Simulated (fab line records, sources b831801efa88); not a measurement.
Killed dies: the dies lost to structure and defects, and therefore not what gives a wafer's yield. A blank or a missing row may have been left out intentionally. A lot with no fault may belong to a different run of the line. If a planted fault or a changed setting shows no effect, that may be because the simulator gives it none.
fab line records -- flow sky130
record lots=11, wafers=33, last-day=50
route steps=708 shown METAL4@599 VIA4@660 PASSIVATION@681
lots that met no fault: taken from a fault-free run of the same line
start-h: hours from the record's first day to the start of the lot's first wafer shown -- wait-h: how many hours have passed since the lot's step before this one -- " unchanged from the row above -- L1.1+2: one row covering several wafers at once -- - no value present, or no start provided -- * or withheld: withheld -- < > ~ a bound
route shown NAME@n: names a module that has steps shown in the file, with the first one's number in the route -- usual: mean/standard deviation of fault-free wafers -- same: alike in all rows -- chamber/n: place in a boat -- sites: each site's reading -- _std_site: the values' standard deviation -- _edge_site: mean of outer sites minus mean of inner sites -- radius-mm: for every site, how far away it sits from the centre of the wafer -- mask NAME#n: copy n -- behind: the tool/chamber that last shaped the wafer -- hold: what put the lot on hold/how long, in hours/how the hold closed -- device: transistor that didn't switch, given as n, p or np -- end of line: at the end of the route, the tests of the same wafers -- a step given without rows: its recipe and nothing more -- killed: at the first sort, the dies lost to defects and structure; wafer yield is something else -- map: dies across one wafer; x = killed, . = not, _ = none there
set.NAME: the setting that was run; set.NAME@STEP: the one run at that earlier step -- model.NAME: the simulator's own value behind a step, which no gauge read
steps of the route over a sample of lots; a table a step, a row a wafer
services: a tool's chamber out of use, with start hour (start-h, from the record's first day; less than 0 if before it), hours out, and reason
## steps
# step SKY_METAL4_SPUTTER_01
# recipe material=TiN, target-thk-nm=20, power-w=6500, time-s=16.7, chamber-pressure-pa=0.4
# usual throttle-valve-pct=29.9/0.82
lot.wafer,tool,chamber,start-h,wait-h,throttle-valve-pct
L665.2,pvd-sputter-03,-,929.68,0.0,29.9
L665.4,pvd-sputter-03,-,929.68,0.0,29.9
L665.5,pvd-sputter-03,-,929.68,0.0,30.3
L666.2,pvd-sputter-04,-,946.24,0.0,29.7
L666.4,pvd-sputter-04,-,946.24,0.0,30.0
L666.6,pvd-sputter-04,-,946.24,0.0,29.6
L667.1,pvd-sputter-03,-,949.55,0.0,29.0
L667.2,pvd-sputter-03,-,949.55,0.0,30.4
L667.6,pvd-sputter-03,-,949.55,0.0,30.0
L668.2,pvd-sputter-03,-,962.10,0.0,29.8
L668.5,pvd-sputter-03,-,962.10,0.0,30.2
L668.6,pvd-sputter-03,-,962.10,0.0,29.8
L673.3,pvd-sputter-04,-,991.29,0.0,30.1
L673.4,pvd-sputter-04,-,991.29,0.0,30.0
L673.5,pvd-sputter-04,-,991.29,0.0,29.5
L677.1,pvd-sputter-04,-,1021.59,0.0,30.8
L677.5,pvd-sputter-04,-,1021.59,0.0,30.9
L677.6,pvd-sputter-04,-,1021.59,0.0,30.3
L680.3,pvd-sputter-04,-,1044.36,0.0,30.3
L680.5,pvd-sputter-04,-,1044.36,0.0,30.1
L680.6,pvd-sputter-04,-,1044.36,0.0,29.5
L682.2,pvd-sputter-04,-,1054.05,0.0,30.2
L682.4,pvd-sputter-04,-,1054.05,0.0,30.7
L682.6,pvd-sputter-04,-,1054.05,0.0,29.9
L684.1,pvd-sputter-01,-,1062.98,0.0,29.5
L684.3,pvd-sputter-01,-,1062.98,0.0,28.0
L684.6,pvd-sputter-01,-,1062.98,0.0,30.1
L685.2,pvd-sputter-01,-,1064.45,0.0,27.9
L685.3,pvd-sputter-01,-,1064.45,0.0,29.8
L685.5,pvd-sputter-01,-,1064.45,0.0,27.8
L688.1,pvd-sputter-04,-,1095.99,0.0,30.1
L688.4,pvd-sputter-04,-,1095.99,0.0,29.3
L688.6,pvd-sputter-04,-,1095.99,0.0,30.0
# step SKY_VIA4_CMP_21
# recipe stop-on=SiO2, t-overpolish-s=25, down-force-psi=3.5, platen-rpm=60, target-thk-nm=0, pad-velocity-m-s=0.94248
# usual motor-current-A=10.8/1.4, overpolish-run-s=24.999/0.0096, time-to-endpoint-s=122/3.6
lot.wafer,tool,chamber,start-h,wait-h,motor-current-A,overpolish-run-s,time-to-endpoint-s
L665.2,cmp-01,3,1006.60,0.0,9.0,24.987,119
L665.4,cmp-01,1,1006.60,0.0,11.4,24.999,123
L665.5,cmp-01,3,1006.60,0.0,9.9,24.995,119
L666.2,cmp-02,1,1021.56,0.1,8.7,25.000,123
L666.4,cmp-02,3,1021.56,0.1,11.3,25.003,113
L666.6,cmp-02,0,1021.56,0.1,11.0,24.998,119
L667.2,cmp-01,2,1024.96,0.0,13.1,25.002,120
L667.1,cmp-01,3,1024.96,0.0,9.8,25.006,117
L667.6,cmp-01,2,1024.96,0.0,13.3,25.010,119
L668.2,cmp-02,1,1036.43,0.0,8.4,25.020,126
L668.5,cmp-02,1,1036.43,0.0,8.2,25.017,121
L668.6,cmp-02,2,1036.43,0.0,11.7,24.991,121
L673.4,cmp-02,0,1063.58,0.0,10.6,25.014,125
L673.3,cmp-02,1,1063.58,0.0,7.8,24.994,125
L673.5,cmp-02,1,1063.58,0.0,8.7,25.007,122
L677.1,cmp-02,3,1090.83,0.4,10.7,25.007,123
L677.5,cmp-02,0,1090.83,0.4,10.8,25.009,126
L677.6,cmp-02,1,1090.83,0.4,8.6,25.004,127
L680.3,cmp-01,3,1111.83,0.1,9.8,24.996,118
L680.5,cmp-01,3,1111.83,0.1,9.2,24.984,116
L680.6,cmp-01,0,1111.83,0.1,10.9,25.003,122
L682.4,cmp-01,0,1120.10,0.1,12.2,25.008,123
L682.2,cmp-01,2,1120.10,0.1,12.6,25.006,124
L682.6,cmp-01,0,1120.10,0.1,11.0,24.984,125
L684.1,cmp-01,1,1128.62,0.1,10.6,24.998,124
L684.3,cmp-01,2,1128.62,0.1,13.3,25.011,121
L684.6,cmp-01,1,1128.62,0.1,11.2,25.000,122
L685.3,cmp-02,1,1130.68,0.3,8.5,24.998,126
L685.2,cmp-02,2,1130.68,0.3,11.6,25.000,127
L685.5,cmp-02,1,1130.68,0.3,8.4,24.994,130
L688.4,cmp-02,2,1157.85,0.1,11.3,24.995,126
L688.1,cmp-02,1,1157.85,0.1,8.4,25.009,129
L688.6,cmp-02,2,1157.85,0.1,11.5,25.002,129
# step SKY_PASSIVATION_CVD_00
# recipe material=SiO2, target-thk-nm=90, temp-c=400, time-s=withheld, rf-w=600
# usual heater-power-w=706/88, susceptor-temp-C=400.01/0.2
lot.wafer,tool,chamber,start-h,wait-h,heater-power-w,susceptor-temp-C
L665.2,pecvd-03,2,1030.62,0.0,730,399.85
L665.4,pecvd-03,2,1030.62,0.0,731,399.92
L665.5,pecvd-03,0,1030.62,0.0,611,400.28
L666.2,pecvd-03,1,1045.57,0.0,769,399.86
L666.4,pecvd-03,2,1045.57,0.0,656,400.13
L666.6,pecvd-03,0,1045.57,0.0,616,400.17
L667.1,pecvd-02,2,1048.56,0.0,555,399.93
L667.2,pecvd-02,1,1048.56,0.0,747,399.51
L667.6,pecvd-02,0,1048.56,0.0,636,399.98
L668.2,pecvd-03,1,1059.22,0.0,910,399.99
L668.5,pecvd-03,2,1059.22,0.0,774,400.18
L668.6,pecvd-03,0,1059.22,0.0,641,400.40
L673.3,pecvd-03,1,1085.79,0.0,754,399.85
L673.4,pecvd-03,0,1085.79,0.0,716,400.36
L673.5,pecvd-03,2,1085.79,0.0,719,400.16
L677.1,pecvd-04,1,1111.97,0.0,705,400.01
L677.5,pecvd-04,1,1111.97,0.0,698,400.08
L677.6,pecvd-04,0,1111.97,0.0,701,399.81
L680.3,pecvd-04,1,1132.46,0.0,717,399.86
L680.5,pecvd-04,1,1132.46,0.0,730,400.48
L680.6,pecvd-04,0,1132.46,0.0,696,400.09
L682.2,pecvd-04,1,1140.17,0.0,576,399.96
L682.4,pecvd-04,2,1140.17,0.0,714,399.87
L682.6,pecvd-04,1,1140.17,0.0,593,400.03
L684.1,pecvd-04,0,1148.62,0.0,619,400.07
L684.3,pecvd-04,2,1148.62,0.0,669,399.89
L684.6,pecvd-04,1,1148.62,0.0,717,399.92
L685.2,pecvd-03,1,1150.52,0.0,917,400.18
L685.3,pecvd-03,0,1150.52,0.0,757,399.74
L685.5,pecvd-03,2,1150.52,0.0,727,399.77
L688.1,pecvd-03,1,1176.86,0.0,911,399.99
L688.4,pecvd-03,1,1176.86,0.0,932,400.04
L688.6,pecvd-03,0,1176.86,0.0,726,399.74
# step SKY_PASSIVATION_COAT_06
# recipe spin-rpm=2000, resist-thk-nm=3000
# usual spin-speed-rpm=1999.8/1.1
lot.wafer,tool,chamber,start-h,wait-h,spin-speed-rpm
L665.2,litho-track-01,0,1041.89,0.1,1999.9
L665.4,litho-track-01,0,1041.89,0.1,1999.0
L665.5,litho-track-01,0,1041.89,0.1,2003.0
L666.2,litho-track-03,0,1056.28,0.1,1999.2
L666.4,litho-track-03,0,1056.28,0.1,2000.4
L666.6,litho-track-03,0,1056.28,0.1,2000.5
L667.1,litho-track-02,0,1059.38,0.1,1999.2
L667.2,litho-track-02,0,1059.38,0.1,1999.5
L667.6,litho-track-02,0,1059.38,0.1,1999.3
L668.2,litho-track-01,0,1069.84,0.1,2000.3
L668.5,litho-track-01,0,1069.84,0.1,2000.2
L668.6,litho-track-01,0,1069.84,0.1,1999.6
L673.3,litho-track-01,0,1095.66,0.1,2002.2
L673.4,litho-track-01,0,1095.66,0.1,2000.4
L673.5,litho-track-01,0,1095.66,0.1,2000.1
L677.1,litho-track-01,0,1120.81,0.1,1998.1
L677.5,litho-track-01,0,1120.81,0.1,2001.4
L677.6,litho-track-01,0,1120.81,0.1,1999.6
L680.3,litho-track-03,0,1141.26,0.1,2000.0
L680.5,litho-track-03,0,1141.26,0.1,2001.2
L680.6,litho-track-03,0,1141.26,0.1,2000.2
L682.2,litho-track-02,0,1149.76,0.1,1999.7
L682.4,litho-track-02,0,1149.76,0.1,2001.0
L682.6,litho-track-02,0,1149.76,0.1,1998.2
L684.1,litho-track-01,0,1157.11,0.1,2127.0
L684.3,litho-track-01,0,1157.11,0.1,2124.4
L684.6,litho-track-01,0,1157.11,0.1,2127.0
L685.2,litho-track-01,0,1159.04,0.1,2127.5
L685.3,litho-track-01,0,1159.04,0.1,2127.5
L685.5,litho-track-01,0,1159.04,0.1,2125.0
L688.1,litho-track-03,0,1184.61,0.1,2000.6
L688.4,litho-track-03,0,1184.61,0.1,1997.7
L688.6,litho-track-03,0,1184.61,0.1,2000.6
# step SKY_PASSIVATION_STRIP_12
# recipe chemistry=O2/N2, power-w=1400, pressure-mtorr=1500, platen-temp-c=withheld, overash-fraction=0.7, o2-flow-sccm=3000, n2-flow-sccm=300
# usual drypump-motor-current-A=5.5/0.53, oes-product-au=0.660/0.0048, strip-time-to-endpoint-s=31.57/0.12
lot.wafer,tool,chamber,start-h,wait-h,drypump-motor-current-A,oes-product-au,rf-hours-counter-h,strip-time-to-endpoint-s
L665.2,plasma-asher-04,1,1052.71,0.1,4.8,0.663,122,31.49
L665.4,plasma-asher-04,1,1052.71,0.1,4.8,0.660,-,31.39
L665.5,plasma-asher-04,1,1052.71,0.1,4.8,0.662,-,31.61
L666.2,plasma-asher-01,0,1067.52,0.1,5.7,0.654,96,31.78
L666.4,plasma-asher-01,1,1067.52,0.1,5.6,0.652,-,31.80
L666.6,plasma-asher-01,1,1067.52,0.1,5.6,0.656,-,31.53
L667.1,plasma-asher-04,0,1070.14,0.1,6.2,0.657,1,31.47
L667.2,plasma-asher-04,1,1070.14,0.1,4.8,0.660,1,31.52
L667.6,plasma-asher-04,0,1070.14,0.1,6.3,0.659,-,31.49
L668.2,plasma-asher-03,0,1080.66,0.1,4.9,0.657,61,31.57
L668.5,plasma-asher-03,1,1080.66,0.1,5.6,0.663,-,31.67
L668.6,plasma-asher-03,0,1080.66,0.1,4.9,0.671,-,31.60
L673.3,plasma-asher-04,0,1106.87,0.1,6.2,0.659,-,31.63
L673.4,plasma-asher-04,1,1106.87,0.1,4.8,0.654,-,31.66
L673.5,plasma-asher-04,0,1106.87,0.1,6.2,0.661,-,31.63
L677.1,plasma-asher-04,0,1131.82,0.1,6.2,0.668,7,31.46
L677.5,plasma-asher-04,0,1131.82,0.1,6.2,0.662,-,31.63
L677.6,plasma-asher-04,1,1131.82,0.1,4.8,0.662,-,31.72
L680.3,plasma-asher-01,1,1151.55,0.1,5.6,0.653,-,31.48
L680.5,plasma-asher-01,0,1151.55,0.1,5.7,0.662,-,31.43
L680.6,plasma-asher-01,1,1151.55,0.1,5.6,0.667,-,31.37
L682.2,plasma-asher-03,1,1158.52,0.1,5.7,0.663,70,31.40
L682.4,plasma-asher-03,0,1158.52,0.1,4.9,0.662,-,31.46
L682.6,plasma-asher-03,1,1158.52,0.1,5.7,0.664,-,31.38
L684.1,plasma-asher-01,0,1165.72,0.1,5.7,0.659,103,30.54
L684.3,plasma-asher-01,1,1165.72,0.1,5.6,0.667,-,30.65
L684.6,plasma-asher-01,0,1165.72,0.1,5.7,0.663,-,30.56
L685.2,plasma-asher-03,1,1168.77,0.1,5.7,0.663,71,30.50
L685.3,plasma-asher-03,1,1168.77,0.1,5.7,0.663,-,30.56
L685.5,plasma-asher-03,0,1168.77,0.1,4.9,0.658,-,30.39
L688.1,plasma-asher-04,0,1193.37,0.1,6.3,0.655,13,31.50
L688.4,plasma-asher-04,0,1193.37,0.1,6.2,0.667,-,31.49
L688.6,plasma-asher-04,1,1193.37,0.1,4.8,0.655,-,31.58
## services
tool,chamber,start-h,hours,kind
pecvd-03,0,907.09,11.7,repair
cmp-02,-,912.78,4.0,pm
pecvd-03,-,912.79,14.6,pm
pecvd-04,-,925.15,28.1,pm
pecvd-03,-,933.88,6.0,pm
plasma-asher-03,-,939.72,4.4,repair
cmp-01,-,954.59,2.3,repair
cmp-02,-,975.43,6.7,pm
cmp-01,-,994.39,6.2,repair
cmp-01,-,1000.56,3.0,pm
cmp-01,-,1012.71,1.3,repair
pecvd-04,-,1016.91,6.0,pm
plasma-asher-04,-,1021.11,1.4,repair
pecvd-04,0,1047.57,2.3,repair
plasma-asher-04,-,1055.25,9.0,pm
pvd-sputter-04,-,1059.59,7.5,repair
cmp-01,-,1086.22,4.0,pm
cmp-02,-,1119.03,0.8,repair
cmp-01,-,1129.68,6.5,pm
cmp-01,-,1140.42,0.3,repair
plasma-asher-04,-,1141.85,1.5,repair
pecvd-04,1,1148.74,4.7,repair
cmp-02,-,1181.11,4.0,pm
pecvd-04,2,1182.93,3.0,repair
## key
first-sign step=SKY_PASSIVATION_COAT_06, reading=spin-speed-rpm, direction=up, sigmas=99+, usual=1999.8, struck=2126.4
effect step=SKY_PASSIVATION_STRIP_12, reading=strip-time-to-endpoint-s, direction=down, sigmas=8.5, usual=*, struck=*
met-at SKY_PASSIVATION_COAT_06
struck-lots L684,L685
not-acting-at SKY_METAL4_SPUTTER_01,SKY_VIA4_CMP_21,SKY_PASSIVATION_CVD_00
onset-between 1120.81 1157.11
fault kind=process-parameter-drift, tool=litho-track-01, chamber=-, onset-h=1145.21, steps=SKY_PASSIVATION_COAT_06, channel=spin-rpm, offset=126.6, shape=step, end-h=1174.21, acts-in=these-recipes-only, stated=2000
